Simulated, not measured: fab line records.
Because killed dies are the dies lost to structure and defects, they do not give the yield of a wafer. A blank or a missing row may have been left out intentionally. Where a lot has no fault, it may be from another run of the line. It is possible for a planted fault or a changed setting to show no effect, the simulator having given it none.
fab line records | flow sky130
record: lots: 6 wafers: 18 last-day: 49
route steps=708 shown CONTACT@410 METAL1@434 PAD_OPEN@708
lots with no fault: from the same line, run without faults
start-h: start of the lot's first displayed wafer, in hours after the record's first day | wait-h: how many hours have passed since the lot's step before this one | " unchanged from the row above | L1.1+2: a single row standing in for several wafers | - no value present, or no start provided | * or withheld: withheld | < > ~ a bound
route shown NAME@n: NAME is a module with steps in the file, n the number in the route of the first one | usual: mean/standard deviation taken from wafers without a fault | same: alike in all rows | chamber/n: place in a boat | sites: per-site readings | _std_site: the standard deviation of these | _edge_site: outer sites' mean less inner sites' | radius-mm: how far each site lies from the wafer's centre | mask NAME#n: copy n | behind: the last tool/chamber to shape the wafer | hold: the reason the lot was held/the length of the hold in hours/how it ended | device: the n, p or np transistor that did not switch | end of line: the route-end tests of the same wafers | a step with no rows: only its recipe | killed: not the wafer's yield, but the dies lost to structure and defects at the first sort | map: dies across one wafer; x = killed, . = not, _ = none there
set.NAME: the run value of the setting; set.NAME@STEP: its run value at that earlier step | model.NAME: the simulator's own value behind a step, which no gauge read
lots seen at some steps along the route; tables by step, rows by wafer
services: from which hour (start-h, from the record's first day; less than 0 if before it) a tool's chamber was out of use, for how many hours, and why
== steps ==
step: SKY_CONTACT_CMP_04
recipe: material: SiO2 down-force-psi: 4 platen-rpm: 60 pad-velocity-m-s: 0.94248
usual: motor-current-A: 12.8/1.2 platen-rpm: 60.00/0.045 time-to-endpoint-s: 85/4.7
columns lot.wafer tool chamber start-h wait-h motor-current-A platen-rpm time-to-endpoint-s
L365.1 cmp-02 2 738.00 0.1 10.7 60.02 85
L365.6 " 0 " " 13.9 60.04 88
L365.5 " 1 " " 13.5 60.03 85
L364.4 cmp-02 3 739.20 0.1 12.2 59.98 82
L364.6 " 2 " " 11.5 59.97 81
L364.5 " 3 " " 13.1 60.03 81
L366.3 cmp-01 0 743.90 0.1 11.2 59.96 88
L366.1 " 1 " " 12.2 60.06 81
L366.5 " 0 " " 12.7 59.96 89
L371.2 cmp-01 3 779.48 0.1 12.1 59.96 85
L371.3 " 0 " " 12.5 59.97 84
L371.5 " 2 " " 14.2 60.02 89
L380.1 cmp-02 1 837.56 0.1 15.1 60.00 76
L380.4 " 3 " " 13.0 60.10 80
L380.3 " 0 " " 14.6 60.03 83
L382.4 cmp-02 0 859.82 0.1 14.5 59.89 89
L382.2 " 1 " " 15.0 60.04 80
L382.5 " 3 " " 12.8 59.96 80
step: SKY_CONTACT_BOW_MEAS_05
recipe: mode: bow
usual: CONTACT_BOW: 82/6.3
columns lot.wafer tool chamber start-h wait-h CONTACT_BOW[um]
L365.1 film-metro-02 - 738.20 0.1 80
L365.5 " - " " 80
L365.6 " - " " 83
L364.4 film-metro-02 - 739.51 0.3 85
L364.5 " - " " 87
L364.6 " - " " 87
L366.1 film-metro-01 - 744.15 0.1 72
L366.3 " - " " 94
L366.5 " - " " 83
L371.2 film-metro-02 - 779.75 0.2 84
L371.3 " - " " 95
L371.5 " - " " 80
L380.1 film-metro-02 - 837.86 0.2 84
L380.3 " - " " 82
L380.4 " - " " 74
L382.2 film-metro-02 - 860.09 0.2 80
L382.4 " - " " 83
L382.5 " - " " 77
step: SKY_CONTACT_DEHYDRATE_06
recipe: temp-c: 200 time-s: 60
step: SKY_CONTACT_HMDS_07
recipe: prime-time-s: 60 prime-temp-c: 120
step: SKY_CONTACT_COAT_08
recipe: resist: BARC temp-c: withheld time-s: withheld spin-rpm: 3000 resist-thk-nm: 60
step: SKY_CONTACT_COAT_09
recipe: resist: KrF-thick spin-rpm: 3000 resist-thk-nm: 450
step: SKY_CONTACT_SOFTBAKE_10
recipe: temp-c: 100 time-s: 90 resist: KrF-thick
step: SKY_CONTACT_EXPOSE_11
recipe: mask-id: CTM1 na: 0.8 source-shape: annular sigma-inner: 0.55 sigma-outer: 0.85 target-cd-nm: 170 dose-mj: 38
step: SKY_CONTACT_PEB_12
recipe: peb-temp-c: withheld peb-time-s: withheld resist: KrF-thick
step: SKY_CONTACT_DEVELOP_13
recipe: develop-time-s: 62 resist: KrF-thick dev-temp-c: 21
step: SKY_CONTACT_CD_MEAS_14
recipe: target-cd-nm: 170
usual: cd-nm: 169.8/1.4
columns lot.wafer tool chamber start-h wait-h cd-nm
L365.1 cd-sem-02 - 765.47 - 169.0
L365.5 " - " " 168.3
L365.6 " - " " 171.3
L364.4 cd-sem-01 - 766.23 - 170.0
L364.5 " - " " 169.8
L364.6 " - " " 170.2
L366.1 cd-sem-02 - 770.72 - 170.5
L366.3 " - " " 171.0
L366.5 " - " " 171.0
L371.2 cd-sem-02 - 805.30 - 169.2
L371.3 " - " " 168.9
L371.5 " - " " 169.5
L380.1 cd-sem-02 - 863.66 - 168.5
L380.3 " - " " 168.4
L380.4 " - " " 169.0
L382.2 cd-sem-01 - 885.54 - 168.9
L382.4 " - " " 168.2
L382.5 " - " " 169.2
step: SKY_CONTACT_OVL_MEAS_15
usual: CONTACT_OVL: -1/4.6
columns lot.wafer tool chamber start-h wait-h CONTACT_OVL[nm]
L365.1 overlay-02 - 765.59 0.1 -5
L365.5 " - " " -1
L365.6 " - " " 6
L364.4 overlay-02 - 766.31 0.1 -6
L364.5 " - " " -8
L364.6 " - " " -4
L366.1 overlay-01 - 770.84 0.1 -3
L366.3 " - " " -3
L366.5 " - " " -10
L371.2 overlay-02 - 805.41 0.1 -1
L371.3 " - " " -1
L371.5 " - " " -8
L380.1 overlay-02 - 863.78 0.1 -6
L380.3 " - " " -4
L380.4 " - " " 5
L382.2 overlay-02 - 885.64 0.1 -3
L382.4 " - " " -3
L382.5 " - " " -2
step: SKY_CONTACT_ETCH_16
recipe: chemistry: N2/H2 target: BARC ion-energy-ev: 200 source-w: 500 bias-w: 100 pressure-mtorr: 30 n2-flow-sccm: 100 h2-flow-sccm: 200 stop-on: SiO2 time-s: 45.9 target-depth-a: 600
usual: bias-w: 100.0/0.3 drypump-motor-current-A: 6.0/0.55 oes-product-au: 0.855/0.0049 throttle-valve-pct: 13.226/0.0095
columns lot.wafer tool chamber start-h wait-h bias-w drypump-motor-current-A oes-product-au rf-hours-counter-h throttle-valve-pct
L365.1 rie-diel-04 2 765.62 0.0 99.8 6.3 0.858 0 13.226
L365.5 " 2 " " 100.0 6.3 0.852 - 13.243
L365.6 " 3 " " 99.8 5.7 0.852 - 13.225
L364.4 rie-diel-01 0 766.32 0.0 100.2 6.2 0.854 21 13.246
L364.5 " 1 " " 99.6 5.6 0.851 - 13.233
L364.6 " 0 " " 100.0 6.2 0.849 - 13.216
L366.1 rie-diel-01 2 770.87 0.0 100.3 5.7 0.858 26 13.218
L366.3 " 3 " " 100.6 5.9 0.864 39 13.218
L366.5 " 2 " " 100.1 5.7 0.853 - 13.218
L371.2 rie-diel-02 2 805.44 0.0 100.4 4.9 0.849 9 13.232
L371.3 " 1 " " 100.0 6.7 0.858 6 13.237
L371.5 " 2 " " 99.8 4.9 0.848 - 13.230
L380.1 rie-diel-02 3 863.82 0.0 99.8 6.3 0.851 4 13.214
L380.3 " 0 " " 99.8 6.2 0.854 5 13.234
L380.4 " 1 " " 99.6 6.7 0.854 9 13.218
L382.2 rie-diel-02 1 885.67 0.0 100.4 6.8 0.858 10 13.224
L382.4 " 0 " " 99.9 6.2 0.861 6 13.214
L382.5 " 1 " " 100.2 6.7 0.855 - 13.239
step: SKY_CONTACT_ETCH_17
recipe: target: SiO2 chemistry: C4F8/O2/Ar stop-on: Si3N4 mask-material: KrF-thick source-w: 1500 bias-w: 1200 pressure-mtorr: 40 c4f8-flow-sccm: withheld O2_flow_sccm: 6 Ar_flow_sccm: 300 time-s: withheld target-depth-a: 3400
step: SKY_CONTACT_ETCH_18
recipe: target: Si3N4 chemistry: CHF3/O2 stop-on: TiN source-w: 600 bias-w: 200 pressure-mtorr: 40 chf3-flow-sccm: 50 O2_flow_sccm: 5 time-s: 39 target-depth-a: 750
step: SKY_CONTACT_STRIP_19
recipe: chemistry: O2/N2 power-w: 1400 pressure-mtorr: 1500 platen-temp-c: withheld o2-flow-sccm: 3000 n2-flow-sccm: 300 overash-fraction: 0.5
usual: drypump-motor-current-A: 5.7/0.35 oes-product-au: 0.381/0.0048 strip-time-to-endpoint-s: 3.62/0.03
columns lot.wafer tool chamber start-h wait-h drypump-motor-current-A oes-product-au rf-hours-counter-h strip-time-to-endpoint-s
L365.1 plasma-asher-02 0 765.76 - 5.3 0.373 96 3.59
L365.5 " 0 " " 5.3 0.382 - 3.62
L365.6 " 1 " " 6.2 0.396 - 3.67
L364.4 plasma-asher-04 0 766.49 - 5.6 0.383 - 3.66
L364.5 " 0 " " 5.6 0.393 - 3.62
L364.6 " 1 " " 6.0 0.384 - 3.66
L366.1 plasma-asher-02 0 771.01 - 5.3 0.381 96 3.64
L366.3 " 1 " " 6.2 0.387 - 3.63
L366.5 " 1 " " 6.2 0.381 - 3.64
L371.2 plasma-asher-04 1 805.57 - 6.0 0.387 6 3.65
L371.3 " 1 " " 6.0 0.379 - 3.61
L371.5 " 0 " " 5.6 0.383 - 3.65
L380.1 plasma-asher-04 0 863.95 - 5.6 0.383 12 3.66
L380.3 " 0 " " 5.6 0.387 - 3.69
L380.4 " 1 " " 6.0 0.385 - 3.65
L382.2 plasma-asher-03 1 885.81 - 5.3 0.383 73 3.62
L382.4 " 1 " " 5.3 0.386 - 3.66
L382.5 " 0 " " 6.0 0.388 - 3.63
step: SKY_CONTACT_STRIP_20
recipe: chemistry: post-etch-residue-remover time-s: 1200 temp-c: 72.5
step: SKY_CONTACT_CLEAN_21
recipe: chemistry: IPA time-s: 180 temp-c: 25
step: SKY_CONTACT_CLEAN_22
recipe: chemistry: O3/DIW dry: n2-spin
step: SKY_CONTACT_SPUTTER_23
recipe: material: TiN target-thk-nm: 20 chamber-pressure-pa: 5 power-w: 4000 time-s: 80
usual: throttle-valve-pct: 29.8/1.1
columns lot.wafer tool chamber start-h wait-h throttle-valve-pct
L365.1 pvd-sputter-04 - 766.35 0.0 30.1
L365.5 " - " " 28.8
L365.6 " - " " 30.3
L364.4 pvd-sputter-01 - 767.05 0.0 29.2
L364.5 " - " " 29.8
L364.6 " - " " 29.2
L366.1 pvd-sputter-04 - 771.65 0.0 32.2
L366.3 " - " " 28.8
L366.5 " - " " 28.8
L371.2 pvd-sputter-04 - 806.19 0.0 28.8
L371.3 " - " " 32.0
L371.5 " - " " 28.7
L380.1 pvd-sputter-04 - 864.54 0.0 30.1
L380.3 " - " " 32.1
L380.4 " - " " 32.1
L382.2 pvd-sputter-01 - 886.41 0.0 28.5
L382.4 " - " " 30.1
L382.5 " - " " 29.2
step: SKY_CONTACT_CVD_24
recipe: material: W target-thk-nm: 340 time-s: 102.12 temp-c: 400 pressure-torr: 40
step: SKY_CONTACT_RS_MEAS_25
recipe: thk-meas-gauge: four-point-probe reads: W_of_CONTACT_CVD_24+TiN_of_CONTACT_SPUTTER_23
usual: CONTACT_W_RS: 0.339/0.0039
columns lot.wafer tool chamber start-h wait-h CONTACT_W_RS[ohm/sq]
L365.1 film-metro-03 - 766.52 0.1 0.341
L365.5 " - " " 0.339
L365.6 " - " " 0.339
L364.4 film-metro-02 - 767.28 0.1 0.343
L364.5 " - " " 0.338
L364.6 " - " " 0.336
L366.1 film-metro-01 - 771.82 0.1 0.341
L366.3 " - " " 0.339
L366.5 " - " " 0.341
L371.2 film-metro-01 - 806.38 0.1 0.338
L371.3 " - " " 0.335
L371.5 " - " " 0.340
L380.1 film-metro-02 - 864.71 0.1 0.337
L380.3 " - " " 0.340
L380.4 " - " " 0.339
L382.2 film-metro-02 - 886.60 0.1 0.337
L382.4 " - " " 0.344
L382.5 " - " " 0.349
step: SKY_CONTACT_THK_MEAS_26
recipe: thk-meas-gauge: xrf reads: W_of_CONTACT_CVD_24
usual: CONTACT_W_THK: 343/4.1
columns lot.wafer tool chamber start-h wait-h CONTACT_W_THK[nm]
L365.1 film-metro-03 - 766.64 0.1 338
L365.5 " - " " 340
L365.6 " - " " 340
L364.4 film-metro-02 - 767.37 0.1 338
L364.5 " - " " 342
L364.6 " - " " 346
L366.1 film-metro-01 - 771.94 0.1 340
L366.3 " - " " 341
L366.5 " - " " 340
L371.2 film-metro-01 - 806.49 0.1 344
L371.3 " - " " 344
L371.5 " - " " 344
L380.1 film-metro-02 - 864.83 0.1 345
L380.3 " - " " 342
L380.4 " - " " 344
L382.2 film-metro-02 - 886.71 0.1 344
L382.4 " - " " 338
L382.5 " - " " 334
step: SKY_CONTACT_CMP_27
recipe: stop-on: SiO2 t-overpolish-s: 15 down-force-psi: 3.5 platen-rpm: 60 target-thk-nm: 0 pad-velocity-m-s: 0.94248
step: SKY_METAL1_SPUTTER_00
recipe: material: Ti target-thk-nm: 15 power-w: 3000 time-s: 10 chamber-pressure-pa: 0.4
step: SKY_METAL1_SPUTTER_01
recipe: material: TiN target-thk-nm: 20 power-w: 6500 time-s: 16.7 chamber-pressure-pa: 0.4
step: SKY_METAL1_SPUTTER_02
recipe: material: AlCu target-thk-nm: 250 power-w: 10600 time-s: 13.3 chamber-pressure-pa: 0.4
usual: throttle-valve-pct: 30.2/1.1
columns lot.wafer tool chamber start-h wait-h throttle-valve-pct
L365.1 pvd-sputter-03 - 767.05 0.0 31.3
L365.5 " - " " 28.4
L365.6 " - " " 29.0
L364.4 pvd-sputter-04 - 767.75 0.0 30.3
L364.5 " - " " 30.4
L364.6 " - " " 29.0
L366.1 pvd-sputter-03 - 772.35 0.0 29.5
L366.3 " - " " 28.5
L366.5 " - " " 28.4
L371.2 pvd-sputter-02 - 806.89 0.0 31.5
L371.3 " - " " 31.1
L371.5 " - " " 29.8
L380.1 pvd-sputter-02 - 865.24 0.0 31.5
L380.3 " - " " 29.7
L380.4 " - " " 31.2
L382.2 pvd-sputter-02 - 887.11 0.0 29.2
L382.4 " - " " 31.2
L382.5 " - " " 29.6
step: SKY_METAL1_SPUTTER_03
recipe: material: Ti target-thk-nm: 5 power-w: 3000 time-s: 3.3 chamber-pressure-pa: 0.4
step: SKY_METAL1_SPUTTER_04
recipe: material: TiN target-thk-nm: 70 power-w: 6629 time-s: 58.3 chamber-pressure-pa: 0.4
usual: throttle-valve-pct: 30.2/1.1
columns lot.wafer tool chamber start-h wait-h throttle-valve-pct
L365.1 pvd-sputter-03 - 767.09 0.0 31.1
L365.5 " - " " 28.5
L365.6 " - " " 29.6
L364.4 pvd-sputter-04 - 767.79 0.0 30.5
L364.5 " - " " 30.4
L364.6 " - " " 28.9
L366.1 pvd-sputter-03 - 772.39 0.0 29.5
L366.3 " - " " 28.4
L366.5 " - " " 28.6
L371.2 pvd-sputter-02 - 806.93 0.0 31.7
L371.3 " - " " 31.5
L371.5 " - " " 30.0
L380.1 pvd-sputter-02 - 865.28 0.0 31.6
L380.3 " - " " 29.5
L380.4 " - " " 31.4
L382.2 pvd-sputter-02 - 887.15 0.0 29.4
L382.4 " - " " 31.2
L382.5 " - " " 29.4
step: SKY_METAL1_RS_MEAS_05
recipe: thk-meas-gauge: four-point-probe reads: TiN_of_METAL1_SPUTTER_04+Ti_of_METAL1_SPUTTER_03+AlCu_of_METAL1_SPUTTER_02+TiN_of_METAL1_SPUTTER_01+Ti_of_METAL1_SPUTTER_00
usual: METAL1_ALCU_RS: 0.1263/0.0013
columns lot.wafer tool chamber start-h wait-h METAL1_ALCU_RS[ohm/sq]
L365.1 film-metro-01 - 767.14 0.0 0.1255
L365.5 " - " " 0.1260
L365.6 " - " " 0.1264
L364.4 film-metro-02 - 767.90 0.1 0.1255
L364.5 " - " " 0.1258
L364.6 " - " " 0.1249
L366.1 film-metro-04 - 772.44 0.0 0.1279
L366.3 " - " " 0.1275
L366.5 " - " " 0.1279
L371.2 film-metro-02 - 807.00 0.0 0.1249
L371.3 " - " " 0.1269
L371.5 " - " " 0.1264
L380.1 film-metro-04 - 865.33 0.0 0.1254
L380.3 " - " " 0.1260
L380.4 " - " " 0.1279
L382.2 film-metro-02 - 887.22 0.0 0.1278
L382.4 " - " " 0.1257
L382.5 " - " " 0.1268
step: SKY_METAL1_THK_MEAS_06
recipe: thk-meas-gauge: xrf reads: AlCu_of_METAL1_SPUTTER_02
usual: METAL1_ALCU_THK: 247/3.3
columns lot.wafer tool chamber start-h wait-h METAL1_ALCU_THK[nm]
L365.1 film-metro-01 - 767.26 0.1 247
L365.5 " - " " 247
L365.6 " - " " 249
L364.4 film-metro-02 - 767.99 0.1 250
L364.5 " - " " 248
L364.6 " - " " 250
L366.1 film-metro-04 - 772.56 0.1 244
L366.3 " - " " 244
L366.5 " - " " 243
L371.2 film-metro-02 - 807.11 0.1 250
L371.3 " - " " 245
L371.5 " - " " 246
L380.1 film-metro-04 - 865.45 0.1 248
L380.3 " - " " 247
L380.4 " - " " 244
L382.2 film-metro-02 - 887.33 0.1 249
L382.4 " - " " 251
L382.5 " - " " 248
step: SKY_METAL1_DEHYDRATE_07
recipe: temp-c: 200 time-s: 60
step: SKY_METAL1_HMDS_08
recipe: prime-time-s: 60 prime-temp-c: 120
step: SKY_METAL1_COAT_09
recipe: resist: BARC temp-c: withheld time-s: withheld spin-rpm: 3000 resist-thk-nm: 60
step: SKY_METAL1_COAT_10
recipe: resist: KrF-thick spin-rpm: 3000 resist-thk-nm: 450
step: SKY_METAL1_SOFTBAKE_11
recipe: temp-c: 100 time-s: 90 resist: KrF-thick
step: SKY_METAL1_EXPOSE_12
recipe: mask-id: MM1 na: 0.8 source-shape: annular sigma-inner: 0.55 sigma-outer: 0.85 target-cd-nm: 140 dose-mj: 28
step: SKY_METAL1_PEB_13
recipe: peb-temp-c: withheld peb-time-s: withheld resist: KrF-thick
step: SKY_METAL1_DEVELOP_14
recipe: develop-time-s: 60 resist: KrF-thick dev-temp-c: 21
step: SKY_METAL1_CD_MEAS_15
recipe: target-cd-nm: 140
usual: cd-nm: 139.6/1.3
columns lot.wafer tool chamber start-h wait-h cd-nm
L365.1 cd-sem-01 - 793.03 - 139.4
L365.5 " - " " 140.1
L365.6 " - " " 139.7
L364.4 cd-sem-01 - 794.58 - 139.7
L364.5 " - " " 139.1
L364.6 " - " " 138.7
L366.1 cd-sem-02 - 798.97 - 138.5
L366.3 " - " " 139.3
L366.5 " - " " 137.1
L371.2 cd-sem-01 - 834.64 - 138.2
L371.3 " - " " 140.2
L371.5 " - " " 140.0
L380.1 cd-sem-02 - 891.18 - 141.0
L380.3 " - " " 141.3
L380.4 " - " " 141.5
L382.2 cd-sem-02 - 912.55 - 136.4
L382.4 " - " " 136.3
L382.5 " - " " 134.9
step: SKY_METAL1_OVL_MEAS_16
usual: METAL1_OVL: 0/5.1
columns lot.wafer tool chamber start-h wait-h METAL1_OVL[nm]
L365.1 overlay-01 - 793.15 0.1 0
L365.5 " - " " -7
L365.6 " - " " -4
L364.4 overlay-02 - 794.66 0.1 7
L364.5 " - " " 8
L364.6 " - " " -1
L366.1 overlay-02 - 799.09 0.1 -3
L366.3 " - " " -3
L366.5 " - " " -8
L371.2 overlay-02 - 834.75 0.1 -10
L371.3 " - " " 0
L371.5 " - " " 4
L380.1 overlay-02 - 891.30 0.1 -3
L380.3 " - " " -2
L380.4 " - " " -7
L382.2 overlay-02 - 912.66 0.1 -1
L382.4 " - " " 8
L382.5 " - " " 3
step: SKY_METAL1_DESCUM_17
recipe: chemistry: O2 source-power-w: 150 bias-power-w: 0 pressure-mtorr: 10 temp-c: 40 time-s: 8
step: SKY_PAD_OPEN_PROBE_99
usual: killed_at_M0_to_M3: 42/6.6 killed_at_M4_up: 3.0/1.7 killed-at-contacts: 24/5.3 killed-at-front-end: 15/4.5 killed-at-other: 0.2/0.49 killed-dies: 83/9 killed-open: 45/6.9 killed-short: 38/5.8
same: gross-dies: 492 killed-at-back-side: 0
columns lot.wafer tool chamber start-h wait-h killed_at_M0_to_M3 killed_at_M4_up killed-at-contacts killed-at-front-end killed-at-other killed-dies killed-open killed-short
L365.1 prober-02 - 1111.03 0.1 49 2 20 13 0 84 44 39
L365.5 prober-02 - 1111.23 0.2 38 4 21 9 0 72 39 33
L365.6 prober-02 - 1111.28 0.2 37 1 27 19 0 84 50 34
L380.1 prober-02 - 1172.65 0.1 43 4 67 14 0 128 39 41
L380.3 prober-02 - 1172.75 0.2 39 4 47 9 0 99 42 30
L380.4 prober-02 - 1172.80 0.2 42 3 60 17 0 122 55 37
L382.2 prober-02 - 1186.05 0.1 49 5 62 14 0 130 51 45
L382.4 prober-02 - 1186.15 0.2 36 4 50 19 1 110 44 40
L382.5 prober-02 - 1186.20 0.2 41 4 50 9 0 104 39 33
killed by level:class
L365.1 METAL2:geometric-particle:short=10 VIA2:geometric-particle:open=10 CONTACT:geometric-particle:open=9 VIA3:geometric-particle:open=8 LOCAL_INTERCONNECT:geometric-particle:short=6 METAL3:geometric-particle:short=6 METAL1:geometric-particle:short=5 LI_CONTACT:geometric-particle:open=4
L365.5 METAL2:geometric-particle:short=11 LI_CONTACT:geometric-particle:open=8 CONTACT:geometric-particle:open=6 VIA2:geometric-particle:open=5 SPACER:geometric-particle:open=4 LOCAL_INTERCONNECT:geometric-particle:short=4 METAL1:geometric-particle:short=4 VIA1:geometric-particle:open=4
L365.6 LI_CONTACT:geometric-particle:open=10 METAL1:geometric-particle:short=9 CONTACT:geometric-particle:open=8 VIA1:geometric-particle:open=6 FIELD_ISO:geometric-particle:short=5 POLY_GATE:geometric-particle:open=5 VIA2:geometric-particle:open=5 VIA3:geometric-particle:open=5
L380.1 CONTACT:unspecified=48 METAL2:geometric-particle:short=8 VIA1:geometric-particle:open=8 LI_CONTACT:geometric-particle:open=6 VIA2:geometric-particle:open=6 VIA1:geometric-particle:short=5 POLY_GATE:geometric-particle:short=4 LOCAL_INTERCONNECT:geometric-particle:short=4
L380.3 CONTACT:unspecified=27 LI_CONTACT:geometric-particle:open=8 CONTACT:geometric-particle:open=8 VIA1:geometric-particle:open=7 VIA3:geometric-particle:open=5 METAL1:geometric-particle:short=4 METAL2:geometric-particle:short=4 FIELD_ISO:geometric-particle:short=3
L380.4 CONTACT:unspecified=30 VIA1:geometric-particle:open=10 CONTACT:geometric-particle:open=10 VIA2:geometric-particle:open=10 LI_CONTACT:geometric-particle:open=8 FIELD_ISO:geometric-particle:short=5 LOCAL_INTERCONNECT:geometric-particle:short=5 FIELD_ISO:geometric-particle:open=4
L382.2 CONTACT:unspecified=32 CONTACT:geometric-particle:open=11 VIA3:geometric-particle:open=10 METAL2:geometric-particle:short=9 METAL1:geometric-particle:short=7 VIA1:geometric-particle:open=7 LI_CONTACT:geometric-particle:open=6 CONTACT:geometric-particle:short=6
L382.4 CONTACT:unspecified=24 VIA1:geometric-particle:open=12 CONTACT:geometric-particle:open=10 FIELD_ISO:geometric-particle:short=4 LOCAL_INTERCONNECT:geometric-particle:short=4 POLY_GATE:geometric-particle:open=4 LI_CONTACT:geometric-particle:short=4 METAL1:geometric-particle:short=4
L382.5 CONTACT:unspecified=31 VIA1:geometric-particle:open=9 CONTACT:geometric-particle:open=7 VIA3:geometric-particle:open=7 LI_CONTACT:geometric-particle:open=6 METAL1:geometric-particle:short=5 METAL2:geometric-particle:short=4 VIA1:geometric-particle:short=4
map L380.1 (x killed, . not)
__________.........._________
________x..x.x........_______
______.....x..x....xx..._____
_____.xx..x.x........x...____
____.x.x.x.....x..x.xxxxxx___
___....xx..x.........xxxxxx__
__...............xx..xxxxxxx_
_....x.x.............xxxxxxxx
_xx..xx...........xxxxxxxxxxx
_...x.....x..x......xxxxxxxx.
_.x.....x......x....x.xxxx.x.
_.........x.......x....xx.xx.
_.x........x.................
_..............x......x...x..
_x.x......x.x...xx.x.....x...
__......x...x..x...x...x.x.._
___............xxx.....x...__
____....x.x..........x.x..___
_____..x...x..x....x.x...____
______..........x......x_____
________............x._______
__________......x..._________
map L382.2 (x killed, . not)
__________.........._________
________xx...........x_______
______.x.xx....x.x.x...x_____
_____.....x..............____
____....x...........xx....___
___x........xx........xx...__
__xx..................x....._
_...x.x........xx...xx.xxx...
_..x...xx.x..x........x....x.
_..x..x...xx.......x...xxx...
_...x......xx..............x.
_x.x......xx...xx............
_....x.....x......x.........x
_.......x.x...x.x..x........x
_....x........x..x.....xxx...
__.xxxxxx.x...x..x.........._
___xxxxxxxx.x.xx..x.x.....x__
____xxxxxx..x.x...x.....x.___
_____xxxxxxx..xx.....x.x.____
______xxxxxx.x....x.x..._____
________xx.......x...._______
__________......xx.._________
== services ==
columns tool chamber start-h hours kind
rie-diel-01 - 725.21 15.6 pm
rie-diel-02 - 733.00 4.3 pm
plasma-asher-04 - 733.75 9.0 pm
cmp-01 - 733.81 0.3 repair
cmp-02 - 736.49 0.8 repair
cmp-01 - 737.50 6.0 pm
cmp-02 - 746.64 4.0 pm
pvd-sputter-01 - 768.33 2.6 repair
pvd-sputter-01 - 772.90 66.7 repair
pvd-sputter-01 - 777.03 4.0 repair
rie-diel-04 2 777.85 16.6 repair
cmp-01 - 781.89 0.2 repair
pvd-sputter-01 - 786.09 5.0 repair
rie-diel-02 2 794.25 3.1 repair
cmp-02 - 800.42 5.6 pm
rie-diel-01 0 818.67 2.6 repair
pvd-sputter-01 - 824.39 1.0 repair
rie-diel-01 - 834.74 72.6 repair
plasma-asher-02 - 838.66 14.6 pm
pvd-sputter-04 - 845.72 6.7 repair
plasma-asher-04 - 849.67 3.8 repair
cmp-01 - 851.20 0.4 repair
rie-diel-01 2 855.89 3.1 repair
rie-diel-01 2 882.26 4.1 repair
== key ==
first-sign: step: SKY_PAD_OPEN_PROBE_99 reading: killed-at-contacts direction: up sigmas: 6.1 usual: 24 struck: 56
effect: step: SKY_PAD_OPEN_PROBE_99 reading: killed-dies direction: up sigmas: 3.6 usual: 83 struck: 116
met-at SKY_CONTACT_ETCH_16
struck-wafers L380.1,L380.3,L380.4,L382.2,L382.4,L382.5
tester-left-out L380,L382
onset-between 805.44 863.82
also-fits time
fault: kind: chamber-particle-source tool: rie-diel-02 chamber: - onset-h: 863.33 steps: SKY_CONTACT_ETCH_16 rate-per-visit-cm2: 0.94711 end-h: 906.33
tester-left-out: of these lots the tester's yield and bins aren't shown, on N5 and GAA mostly nor the transistor test; their killed dies are dies lost to structure and defects alone, not to doping, threshold or leakage, so they don't give the yield
